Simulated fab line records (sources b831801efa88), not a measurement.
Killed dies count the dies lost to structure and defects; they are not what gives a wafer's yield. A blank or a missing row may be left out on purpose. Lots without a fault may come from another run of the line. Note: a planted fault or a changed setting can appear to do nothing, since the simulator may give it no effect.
Shared-tool check + flow gf180mcu + Lots sampled 13, wafers sampled 39

WHY THIS WAS OPENED
Of 13 lots, 2 have the reading HV_LDD_3_TW flagged at GF_HV_LDD_TW_MEAS_38. Fault-free wafers read 1431, with a standard deviation of 10.
Rule: a lot gets a flag if all its wafers with a number sit over 4 standard deviations from that mean, or if no wafer of it has a number. The other lots count as sound.

| lot  | measured     | on           | HV_LDD_3_TW, wafer by wafer | flag    |
|------|--------------|--------------|-----------------------------|---------|
| L318 | day 11 14:18 | filmMetro-04 | 1440 1445 1437              |         |
| L320 | day 12 06:40 | filmMetro-04 | 1435 1432 1431              |         |
| L321 | day 12 15:24 | filmMetro-04 | 1429 1433 1434              |         |
| L322 | day 13 03:13 | filmMetro-01 | 1420 1409 1419              |         |
| L323 | day 13 06:35 | filmMetro-04 | 1445 1446 1445              |         |
| L324 | day 13 14:35 | filmMetro-01 | 1423 1409 1410              |         |
| L325 | day 13 22:17 | filmMetro-02 | 1427 1437 1429              |         |
| L326 | day 14 05:43 | filmMetro-04 | 1441 1434 1443              |         |
| L327 | day 14 09:53 | filmMetro-04 | 1437 1438 1427              |         |
| L334 | day 17 02:26 | filmMetro-04 | 1443 1444 1439              |         |
| L335 | day 17 08:19 | filmMetro-02 | 1423 1422 1423              |         |
| L337 | day 17 19:56 | filmMetro-04 | 1553 1546 1548              | FLAGGED |
| L339 | day 18 11:58 | filmMetro-04 | 1544 1548 1550              | FLAGGED |
On average the flagged lots' numbers are 1548, which is +117 against the usual, or +12 standard deviations.

WHICH TOOL EACH LOT WENT THROUGH
2 process steps preceding the reading are held in the record, out of 602 steps in the route. Every cell lists first the tool, next ch and the chambers used by the sampled wafers, and last the start.
| lot  | flag    | GF_POLY_GATE_ETCH_12              | GF_HV_LDD_IMPLANT_34            |
|------|---------|-----------------------------------|---------------------------------|
| L318 |         | rieDiel-04 ch 0,1,2, day 9 03:48  | implanter-04 ch 0, day 11 13:47 |
| L320 |         | rieDiel-02 ch 0,1, day 9 18:41    | implanter-02 ch 0, day 12 06:08 |
| L321 |         | rieDiel-04 ch 1,2,3, day 10 04:12 | implanter-03 ch 0, day 12 14:52 |
| L322 |         | rieDiel-04 ch 1,2,3, day 10 15:10 | implanter-04 ch 0, day 13 02:43 |
| L323 |         | rieDiel-04 ch 1,3, day 10 18:38   | implanter-02 ch 0, day 13 06:02 |
| L324 |         | rieDiel-02 ch 0,2, day 11 02:29   | implanter-02 ch 0, day 13 14:02 |
| L325 |         | rieDiel-02 ch 2,3, day 11 09:33   | implanter-04 ch 0, day 13 21:46 |
| L326 |         | rieDiel-01 ch 1,3, day 11 15:17   | implanter-03 ch 0, day 14 05:12 |
| L327 |         | rieDiel-02 ch 2,3, day 11 19:41   | implanter-03 ch 0, day 14 09:20 |
| L334 |         | rieDiel-02 ch 0,3, day 14 03:45   | implanter-03 ch 0, day 17 01:55 |
| L335 |         | rieDiel-02 ch 0,1,2, day 14 11:17 | implanter-03 ch 0, day 17 07:46 |
| L337 | FLAGGED | rieDiel-01 ch 0,1,2, day 14 21:32 | implanter-04 ch 0, day 17 19:05 |
| L339 | FLAGGED | rieDiel-01 ch 0,1,2, day 15 12:30 | implanter-03 ch 0, day 18 11:07 |
What the steps here do:
- GF_POLY_GATE_ETCH_12: etches BARC in N2/H2.
- GF_HV_LDD_IMPLANT_34
- GF_HV_LDD_TW_MEAS_38

FLAGGED AGAINST TOTAL, ONE TOOL AT A TIME (gauges that did the reading follow at the end)
| step                 | tool         | lots run | flagged | share of the flagged lots | sound lots run after its first flagged lot |
|----------------------|--------------|----------|---------|---------------------------|--------------------------------------------|
| GF_POLY_GATE_ETCH_12 | rieDiel-01   | 3        | 2       | all                       | 0                                          |
| GF_POLY_GATE_ETCH_12 | rieDiel-02   | 6        | 0       | none                      | -                                          |
| GF_POLY_GATE_ETCH_12 | rieDiel-04   | 4        | 0       | none                      | -                                          |
| GF_HV_LDD_IMPLANT_34 | implanter-02 | 3        | 0       | none                      | -                                          |
| GF_HV_LDD_IMPLANT_34 | implanter-03 | 6        | 1       | some                      | 0                                          |
| GF_HV_LDD_IMPLANT_34 | implanter-04 | 4        | 1       | some                      | 0                                          |
| GF_HV_LDD_TW_MEAS_38 | filmMetro-01 | 2        | 0       | none                      | -                                          |
| GF_HV_LDD_TW_MEAS_38 | filmMetro-02 | 2        | 0       | none                      | -                                          |
| GF_HV_LDD_TW_MEAS_38 | filmMetro-04 | 9        | 2       | all                       | 0                                          |

WHAT IS ALLOWED BY THE TABLE
rieDiel-01 at GF_POLY_GATE_ETCH_12 and filmMetro-04 at GF_HV_LDD_TW_MEAS_38 are the 2 rows of the table that ran each flagged lot.
- rieDiel-01 at GF_POLY_GATE_ETCH_12 ran 3 lots, 2 of them flagged. A fault beginning between L326 (day 11 15:17), its last sound lot, and L337 (day 14 21:32), its first flagged one, fits the data.
- filmMetro-04 at GF_HV_LDD_TW_MEAS_38 ran 9 lots, 2 of them flagged. A fault beginning between L334 (day 17 02:26), its last sound lot, and L337 (day 17 19:56), its first flagged one, fits the data.
A lot count leaves these 2 tools indistinguishable: every one of them fits a fault beginning at some hour. More lots, or a look at what each step does to the wafer, might.

WHAT THE SIMULATOR HAD PUT IN
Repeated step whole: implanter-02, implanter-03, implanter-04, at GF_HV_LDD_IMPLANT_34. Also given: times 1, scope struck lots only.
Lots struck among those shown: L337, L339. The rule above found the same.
